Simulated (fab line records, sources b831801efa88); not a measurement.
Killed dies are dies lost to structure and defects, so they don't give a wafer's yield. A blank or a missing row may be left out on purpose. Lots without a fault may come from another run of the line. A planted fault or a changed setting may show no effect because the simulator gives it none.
Chamber matching | flow gf180mcu | GF_CONTACT_CMP_04 on cmp-02: 4 sister chambers
The step polishes SiO2. 33 wafers are shown with their chamber, then 12 later ones without.

WAFERS WITH THEIR CHAMBER
wafer  | chamber | motor_current_A (A) | time_to_endpoint_s (s) | retaining_ring_pressure_frac
L075.1 | 0       | 14.1                | 108                    | 1.003
L075.2 | 1       | 10.0                | 117                    | 0.999
L075.5 | 1       | 10.7                | 127                    | 0.989
L077.1 | 1       | 10.8                | 122                    | 1.000
L077.4 | 0       | 15.6                | 125                    | 1.014
L077.6 | 1       | 10.6                | 124                    | 0.998
L077.2 | 3       | 12.2                | 109                    | 0.988
L077.3 | 2       | 11.2                | 113                    | 1.007
L077.5 | 0       | 15.4                | 115                    | 1.016
L078.1 | 1       | 10.2                | 117                    | 1.001
L078.5 | 0       | 13.6                | 119                    | 0.998
L078.6 | 3       | 11.8                | 113                    | 0.996
L079.3 | 3       | 11.8                | 109                    | 0.995
L079.4 | 0       | 14.2                | 114                    | 1.003
L079.6 | 0       | 13.9                | 117                    | 1.003
L083.4 | 2       | 11.2                | 115                    | 0.999
L083.5 | 2       | 11.4                | 124                    | 0.992
L083.6 | 3       | 11.5                | 119                    | 0.994
L084.4 | 1       | 10.0                | 119                    | 1.005
L084.5 | 2       | 11.5                | 115                    | 0.999
L084.6 | 3       | 12.0                | 111                    | 1.004
L085.3 | 3       | 12.2                | 109                    | 1.005
L085.4 | 2       | 11.4                | 119                    | 1.006
L085.5 | 3       | 11.9                | 109                    | 1.006
L086.1 | 2       | 11.8                | 107                    | 0.990
L086.4 | 3       | 11.9                | 111                    | 1.001
L086.5 | 3       | 11.8                | 111                    | 1.000
L088.2 | 3       | 11.7                | 102                    | 1.007
L088.3 | 1       | 10.5                | 113                    | 1.007
L088.6 | 2       | 11.2                | 113                    | 1.000
L090.1 | 3       | 12.4                | 107                    | 1.005
L090.5 | 1       | 10.5                | 122                    | 1.006
L090.6 | 2       | 12.1                | 118                    | 1.006

SIGNATURES (means of the wafers above)
reading                      | chamber 0 | chamber 1 | chamber 2 | chamber 3 | scatter within a chamber
motor_current_A              | 14.467    | 10.412    | 11.475    | 11.927    | 0.435
time_to_endpoint_s           | 116.33    | 120.12    | 115.50    | 110.00    | 4.72
retaining_ring_pressure_frac | 1.00617   | 1.00062   | 0.99987   | 1.00009   | 0.00629
Rule: a wafer's distance from a chamber is the root of the sum, over the readings, of the square of ((its reading less the chamber's mean) divided by the reading's scatter). The wafer belongs to the nearest chamber; if the next one is less than 2 further off, it can't be placed. The scatter: the root of (the sum of the squares of (reading less its chamber's mean) over the shown wafers, divided by (wafers less chambers)).

WAFERS WITHOUT THEIR CHAMBER
wafer  | motor_current_A (A) | time_to_endpoint_s (s) | retaining_ring_pressure_frac
L091.2 | 11.4                | 100                    | 0.990
L091.3 | 10.2                | 114                    | 0.994
L091.4 | 14.7                | 111                    | 0.999
L092.1 | 10.4                | 123                    | 1.006
L092.2 | 11.7                | 115                    | 1.000
L092.6 | 11.6                | 109                    | 1.000
L094.1 | 12.0                | 114                    | 0.999
L094.3 | 10.6                | 120                    | 0.997
L094.6 | 10.4                | 124                    | 0.993
L096.2 | 12.4                | 110                    | 1.008
L096.3 | 10.6                | 115                    | 0.995
L096.6 | 14.6                | 122                    | 0.999

WHICH CHAMBER EACH WENT THROUGH
wafer  | from the rows above          | in truth
L091.2 | can't be placed: 3 or 2      | 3
L091.3 | can't be placed: 1 or 2      | 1
L091.4 | 0                            | 0
L092.1 | 1                            | 1
L092.2 | can't be placed: 2 or 3      | 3
L092.6 | can't be placed: 3 or 2      | 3
L094.1 | can't be placed: 3 or 2      | 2
L094.3 | can't be placed: 1 or 2      | 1
L094.6 | can't be placed: 1 or 2      | 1
L096.2 | can't be placed: 3 or 2      | 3
L096.3 | can't be placed: 1 or 2 or 3 | 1
L096.6 | 0                            | 0
Placed correctly: 3 of 12. Can't be placed from these rows: 9 (the true chamber is among the candidates in 9). Placed wrongly: 0.
